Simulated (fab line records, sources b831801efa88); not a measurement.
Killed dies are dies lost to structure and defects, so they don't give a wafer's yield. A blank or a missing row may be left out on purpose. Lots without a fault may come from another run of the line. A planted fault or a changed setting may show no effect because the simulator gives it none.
Chamber matching | flow sky130 | SKY_VIA2_CMP_24 on cmp-01: 4 sister chambers
The step polishes, stops on SiO2, t overpolish 20 s, target thk 0 nm. 8 wafers are shown with their chamber, then 12 later ones without.

WAFERS WITH THEIR CHAMBER
wafer  | chamber | motor_current_A (A) | edge_zone_pressure_frac
L088.3 | 2       | 13.3                | 0.998
L089.3 | 1       | 10.6                | 1.004
L090.1 | 3       | 11.5                | 0.999
L090.2 | 0       | 10.9                | 1.002
L090.5 | 1       | 10.4                | 0.997
L091.2 | 2       | 13.3                | 1.002
L091.4 | 3       | 12.2                | 0.992
L091.5 | 0       | 10.3                | 0.996

WAFERS WITHOUT THEIR CHAMBER
wafer  | motor_current_A (A) | edge_zone_pressure_frac
L092.3 | 10.5                | 1.001
L092.4 | 10.7                | 1.004
L092.5 | 13.1                | 0.992
L093.1 | 10.2                | 1.006
L093.4 | 11.7                | 0.993
L093.5 | 12.4                | 1.004
L094.3 | 10.6                | 0.995
L094.4 | 11.5                | 0.997
L094.6 | 11.1                | 0.997
L097.2 | 12.6                | 1.005
L097.5 | 10.8                | 1.001
L097.6 | 10.7                | 0.999

WHICH CHAMBER EACH WENT THROUGH
wafer  | from the rows above          | in truth
L092.3 | can't be placed: 1 or 0      | 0
L092.4 | can't be placed: 1 or 0      | 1
L092.5 | can't be placed: 2 or 3      | 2
L093.1 | can't be placed: 1 or 0      | 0
L093.4 | 3                            | 3
L093.5 | can't be placed: 3 or 2      | 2
L094.3 | can't be placed: 0 or 1      | 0
L094.4 | can't be placed: 3 or 0      | 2
L094.6 | can't be placed: 0 or 1 or 3 | 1
L097.2 | can't be placed: 2 or 3      | 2
L097.5 | can't be placed: 0 or 1      | 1
L097.6 | can't be placed: 0 or 1      | 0
Placed correctly: 1 of 12. Can't be placed from these rows: 11 (the true chamber is among the candidates in 10). Placed wrongly: 0.
How it was worked out, from the rows above alone: a wafer's distance from a chamber is the root of the sum, over the readings, of the square of ((its reading less the chamber's mean) divided by the reading's scatter). The wafer belongs to the nearest chamber; if the next one is less than 2 further off, it can't be placed. A chamber's mean is the mean of its shown wafers. The scatter: the root of (the sum of the squares of (reading less its chamber's mean) over the shown wafers, divided by (wafers less chambers)).
